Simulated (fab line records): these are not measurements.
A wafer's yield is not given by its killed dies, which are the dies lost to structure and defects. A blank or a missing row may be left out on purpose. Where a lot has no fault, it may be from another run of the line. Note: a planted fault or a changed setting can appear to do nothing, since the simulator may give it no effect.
Struck lot and sound lot, side by side -- flow sky130 -- 26 steps out of a route of 708
Sound: wafers L483.1, L483.3, L483.6. Wafers L488.1, L488.2, L488.6 were the ones struck. The cause is given at the end.
Per side, at each step with rows, come the tool, then ch with its chambers, and then its first start. Under that, the readings that differ: sound wafers -- struck wafers -- difference of the means -- sigmas: that difference in standard deviations of wafers without a fault.
alike: same words and numbers on both sides, and readings whose means sit less than 2 such deviations apart. not compared: any withheld reading, any reading some wafer has no value for, any bound like >300 that may hide the same value, and any number with overlapping values for which the record gives no deviation.
The two part at a step that has a row with sigmas, a row that says differs or no value, or rows on one side only. Numbers that have no deviation but don't overlap get no sigmas and don't part them. A reading missing from all wafers of one side parts the sides only when that side holds two or more wafers.

SKY_PWDE_TW_MEAS_10:
  struck on filmMetro-04, day 5 15:44; sound on filmMetro-02, day 4 10:03
  alike: PWDE_TW
then, 7 steps without rows for these wafers: SKY_NWELL_DEHYDRATE_03 (time 60 s); SKY_NWELL_HMDS_04 (prime time 60 s); SKY_NWELL_COAT_05 (resist thk 3000 nm); SKY_NWELL_SOFTBAKE_06; SKY_NWELL_EXPOSE_07 (exposes mask NWM, target cd 840 nm); SKY_NWELL_PEB_08; SKY_NWELL_DEVELOP_09 (develop time 60 s).
SKY_NWELL_OVL_MEAS_10:
  struck on overlay-01, day 6 10:10; sound on overlay-02, day 5 03:10
reading,sound,struck,difference,sigmas
NWELL_00_OVL (nm),-3.1 -1.7 -0.6,0.5 2.7 1.2,+3.3,+2
then, 3 steps without rows for these wafers: SKY_NWELL_IMPLANT_11; SKY_NWELL_IMPLANT_12; SKY_NWELL_IMPLANT_13.
SKY_NWELL_STRIP_14: strips in O2/N2.
  sound on plasmaAsher-02 ch 0,1, day 5 03:39; struck on plasmaAsher-03 ch 0,1, day 6 10:39
  no value came back on the struck wafers for any of 5 readings (chamberPressureMTorr (mTorr), drypumpMotorCurrentA (A) and others); on the sound wafers chamberPressureMTorr (mTorr) reads 1498.9 1499.0 1500.6
reading,sound,struck,difference,sigmas
model.coat_of_NWELL_COAT_05.thkNm (nm),0 0 0,2995 2990 2993,+2993,
  not compared: rfHoursCounterH
SKY_NWELL_TW_MEAS_15:
  struck on filmMetro-01, day 6 10:45; sound on filmMetro-04, day 5 03:45
  alike: NWELL_TW
then, 7 steps without rows for these wafers: SKY_NWELL_DEHYDRATE_16 (time 60 s); SKY_NWELL_HMDS_17 (prime time 60 s); SKY_NWELL_COAT_18 (resist thk 3000 nm); SKY_NWELL_SOFTBAKE_19; SKY_NWELL_EXPOSE_20 (exposes mask NWM COMPLEMENT, target cd 840 nm); SKY_NWELL_PEB_21; SKY_NWELL_DEVELOP_22 (develop time 60 s).
SKY_NWELL_OVL_MEAS_23:
  struck on overlay-01, day 7 05:03; sound on overlay-02, day 5 21:37
  alike: NWELL_01_OVL
then, 1 step without rows for these wafers: SKY_NWELL_IMPLANT_24.
SKY_NWELL_STRIP_25: strips in O2/N2.
  sound on plasmaAsher-04 ch 1, day 5 21:48; struck on plasmaAsher-04 ch 0,1, day 7 05:14
reading,sound,struck,difference,sigmas
oesProductAu (a.u.),0.725 0.717 0.719,0.737 0.740 0.730,+0.015,+4
stripTimeToEndpointS (s),36.86 36.83 36.79,81.11 81.06 81.02,+44.24,+99 or more
  alike: chamberPressureMTorr, drypumpMotorCurrentA
  not compared: rfHoursCounterH
SKY_NWELL_TW_MEAS_26:
  struck on filmMetro-01, day 7 05:20; sound on filmMetro-02, day 5 21:54
reading,sound,struck,difference,sigmas
NWELL_2_TW,496.3 495.6 491.2,30.3 29.9 30.0,-464.3,-99 or more
then, 1 step without rows for these wafers: SKY_NWELL_CLEAN_27 (cleans in SC1/SC2, time 150 s).

== WHERE THEY PART ==
Last at SKY_NWELL_TW_MEAS_26 as far as this record goes, first at SKY_NWELL_OVL_MEAS_10.

WHY: what had been put in by the simulator
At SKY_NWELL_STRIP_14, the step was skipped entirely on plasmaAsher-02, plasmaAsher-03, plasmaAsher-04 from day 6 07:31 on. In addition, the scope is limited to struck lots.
